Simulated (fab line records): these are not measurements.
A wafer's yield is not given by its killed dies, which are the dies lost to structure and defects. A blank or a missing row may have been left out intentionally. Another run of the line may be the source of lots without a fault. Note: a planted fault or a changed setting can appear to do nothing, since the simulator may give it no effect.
Matching of chambers -- flow gf180mcu -- 4 sister chambers for GF_V3_CMP_26 on cmp-02
The step polishes, stops on SiO2, t overpolish 15 s, target thk 0 nm. 7 wafers are shown with their chamber, then 7 later ones without.

EACH WAFER AND ITS CHAMBER
wafer,chamber,time-to-endpoint-s (s),overpolish-run-s (s)
L077.5,3,86,14.989
L080.6,1,87,15.011
L081.2,1,91,14.997
L081.4,3,85,14.996
L081.5,0,80,15.011
L089.1,0,83,14.999
L089.3,2,81,15.000

WAFERS MISSING THEIR CHAMBER
wafer,time-to-endpoint-s (s),overpolish-run-s (s)
L089.4,89,14.994
L097.1,83,15.006
L097.2,86,15.013
L097.3,89,15.005
L097.4,83,15.000
L097.5,82,14.995
L097.6,87,14.995

WHICH CHAMBER EACH ONE RAN IN
wafer,from the rows above,in truth
L089.4,can't be placed: 1 or 3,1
L097.1,can't be placed: 0 or 2 or 3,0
L097.2,can't be placed: 1 or 0 or 3 or 2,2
L097.3,1,1
L097.4,can't be placed: 0 or 2 or 3 or 1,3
L097.5,can't be placed: 2 or 0 or 3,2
L097.6,can't be placed: 3 or 1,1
Correctly placed: 1 of 7. Can't be placed from these rows: 6 (the true chamber is among the candidates in 6). Wrongly placed: 0.
How it was worked out, from the rows above alone: a wafer's distance from a chamber is the root of the sum, over the readings, of the square of ((its reading less the chamber's mean) divided by the reading's scatter). If the next closest chamber is less than 2 further off than the closest, the wafer can't be placed; otherwise it belongs to the closest. Each chamber's mean is taken over the wafers shown for it. The scatter: the root of (the sum of the squares of (reading less its chamber's mean) over the shown wafers, divided by (wafers less chambers)).
